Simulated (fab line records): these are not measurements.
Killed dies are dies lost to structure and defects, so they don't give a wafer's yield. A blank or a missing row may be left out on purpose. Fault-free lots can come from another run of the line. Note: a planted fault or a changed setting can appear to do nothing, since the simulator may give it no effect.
Comparing a struck lot with a sound one | flow sky130 | 35 steps out of a route of 708
Sound: the wafers L941.2, L941.5, L941.6. Struck: wafer L957.3 (left out: L957.5, L957.6 of the same lot, which were not struck); the cause appears at the end.
Order at every step that has rows: each side's tool, ch and its chambers, its first start. Under that, the readings that differ: sound wafers | struck wafers | difference of the means | sigmas: that difference in standard deviations of wafers without a fault.
alike: same words and numbers on both sides, and readings whose means sit less than 2 such deviations apart. not compared: any withheld reading, any reading some wafer has no value for, any bound like >300 that may hide the same value, and any number with overlapping values for which the record gives no deviation.
The two part at a step that has a row with sigmas, a row that says differs or no value, or rows on one side only. When numbers do not overlap yet have no deviation, they are printed without sigmas and do not part them. A reading missing from all wafers of one side parts the sides only when that side holds two or more wafers.

first, 4 steps without rows for these wafers: SKY_METAL5_SOFTBAKE_10 (time 60 s); SKY_METAL5_EXPOSE_11 (exposes mask MM5, target cd 1600 nm); SKY_METAL5_PEB_12; SKY_METAL5_DEVELOP_13 (develop time 60 s).
SKY_METAL5_DESCUM_14: chemistry O2, time 11 s.
  sound on rieMetal-02 ch 0,1, day 43 20:29; struck on rieMetal-01 ch 1, day 48 01:57
  alike: drypumpMotorCurrentA, oesProductAu
  not compared: rfHoursCounterH
then, 1 step without rows for these wafers: SKY_METAL5_METAL_ETCH_15 (etches the open film in Cl2/BCl3, stops on SiO2, target depth 1260 nm, time 252 s).
SKY_METAL5_STRIP_16: strips in O2/N2.
  sound on plasmaAsher-03 ch 0,1, day 43 20:45; struck on plasmaAsher-02 ch 0, day 48 02:14
  alike: drypumpMotorCurrentA, oesProductAu, stripTimeToEndpointS
  not compared: rfHoursCounterH
then, 3 steps without rows for these wafers: SKY_METAL5_STRIP_17 (strips in post etch residue remover, time 1200 s); SKY_METAL5_CLEAN_18 (cleans in IPA, time 180 s); SKY_METAL5_CLEAN_19 (cleans in O3/DIW).
SKY_PASSIVATION_CVD_00: deposits SiO2, target thk 90 nm.
  sound on pecvd-01 ch 0,2, day 43 21:21; struck on pecvd-02 ch 2, day 48 02:50
  alike: heaterPowerOuterW, heaterPowerW, rfFwdPowerW
SKY_PASSIVATION_THK_MEAS_01:
  sound on filmMetro-01 at day 43 21:24; struck on filmMetro-04 at day 48 02:52
  alike: PASSIVATION_CVD_00_THK
SKY_PASSIVATION_CVD_02: deposits Si3N4, target thk 540 nm.
  sound on pecvd-04 ch 0,2, day 43 21:27; struck on pecvd-04 ch 0, day 48 02:55
reading                                      | sound             | struck | difference | sigmas
rfFwdPowerW (W)                              | 446.8 447.4 447.2 | 378.0  | -69.1      | -46
model.Si3N4_of_PASSIVATION_CVD_02.thkNm (nm) | 542 552.3 546.7   | 506.8  | -40.2      | 
  alike: heaterPowerOuterW, heaterPowerW
SKY_PASSIVATION_THK_MEAS_03:
  sound on filmMetro-01 at day 43 21:51; struck on filmMetro-04 at day 48 03:09
reading                     | sound       | struck | difference | sigmas
PASSIVATION_CVD_02_THK (nm) | 542 552 547 | 507    | -40        | -5
then, 7 steps without rows for these wafers: SKY_PASSIVATION_DEHYDRATE_04 (time 60 s); SKY_PASSIVATION_HMDS_05 (prime time 60 s); SKY_PASSIVATION_COAT_06 (resist thk 3000 nm); SKY_PASSIVATION_SOFTBAKE_07; SKY_PASSIVATION_EXPOSE_08 (exposes mask NSM, target cd 3000 nm); SKY_PASSIVATION_PEB_09; SKY_PASSIVATION_DEVELOP_10 (develop time 60 s).
SKY_PASSIVATION_ETCH_11: etches the open film in CF4/O2, stops on AlCu, target depth 725 nm, time 161.1 s.
  sound on rieDiel-04 ch 0,1, day 44 20:20; struck on rieDiel-01 ch 0, day 48 21:05
reading                               | sound             | struck | difference | sigmas
drypumpMotorCurrentA (A)              | 6.2 6.2 6.2       | 4.9    | -1.3       | -3
oesProductAu (a.u.)                   | 0.988 0.984 0.986 | 0.948  | -0.038     | -5
model.PASSIVATION.featureDepthNm (nm) | 708.2 718.9 715.3 | 670.7  | -43.4      | 
model.etch.depthNm (nm)               | 708.2 718.9 715.3 | 670.7  | -43.4      | 
  alike: throttleValvePct
  not compared: rfHoursCounterH
SKY_PASSIVATION_STRIP_12: strips in O2/N2.
  sound on plasmaAsher-03 ch 0,1, day 44 20:26; struck on plasmaAsher-02 ch 0, day 48 21:13
  alike: drypumpMotorCurrentA, oesProductAu, stripTimeToEndpointS
  not compared: rfHoursCounterH
then, 7 steps without rows for these wafers: SKY_PAD_OPEN_DEHYDRATE_00 (time 60 s); SKY_PAD_OPEN_HMDS_01 (prime time 60 s); SKY_PAD_OPEN_COAT_02 (resist thk 3000 nm); SKY_PAD_OPEN_SOFTBAKE_03; SKY_PAD_OPEN_EXPOSE_04 (exposes mask PDM, target cd 60000 nm); SKY_PAD_OPEN_PEB_05; SKY_PAD_OPEN_DEVELOP_06 (develop time 60 s).
SKY_PAD_OPEN_ETCH_07: etches the open film in CF4/O2, stops on AlCu, target depth 725 nm, time 161.1 s.
  sound on rieDiel-02 ch 1,2,3, day 45 18:02; struck on rieDiel-02 ch 1, day 49 14:11
reading                            | sound             | struck | difference | sigmas
oesProductAu (a.u.)                | 0.981 0.990 0.987 | 0.956  | -0.030     | -4
model.PAD_OPEN.featureDepthNm (nm) | 708.2 718.9 715.3 | 670.7  | -43.4      | 
model.etch.depthNm (nm)            | 708.2 718.9 715.3 | 670.7  | -43.4      | 
  alike: drypumpMotorCurrentA, throttleValvePct
  not compared: rfHoursCounterH
SKY_PAD_OPEN_STRIP_08: strips in O2/N2.
  sound on plasmaAsher-03 ch 0,1, day 45 18:08; struck on plasmaAsher-03 ch 0, day 49 14:19
reading                  | sound             | struck | difference | sigmas
stripTimeToEndpointS (s) | 37.10 37.16 37.08 | 37.36  | +0.25      | +2
  alike: drypumpMotorCurrentA, oesProductAu
  not compared: rfHoursCounterH
SKY_PAD_OPEN_STRIP_09: strips in post etch residue remover, time 1200 s.
  sound on wetBench-02 ch 1, day 45 18:14; struck on wetBench-02 ch 2, day 49 14:23
reading                                      | sound           | struck | difference | sigmas
model.Si3N4_of_PASSIVATION_CVD_02.thkNm (nm) | 541.7 552 546.4 | 506.4  | -40.3      | 
then, 1 step without rows for these wafers: SKY_PAD_OPEN_CLEAN_10 (cleans in IPA, time 180 s).
SKY_PAD_OPEN_PROBE_99:
  the record has rows for the sound wafers here (prober-02, day 45 20:24) and none for the struck ones

## WHERE THEY PART
Last at SKY_PAD_OPEN_PROBE_99 as far as this record goes, first at SKY_PASSIVATION_CVD_02.

WHY: whatever the simulator had introduced
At SKY_PASSIVATION_CVD_02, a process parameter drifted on pecvd-04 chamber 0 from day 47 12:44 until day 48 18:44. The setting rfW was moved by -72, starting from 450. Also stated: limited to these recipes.
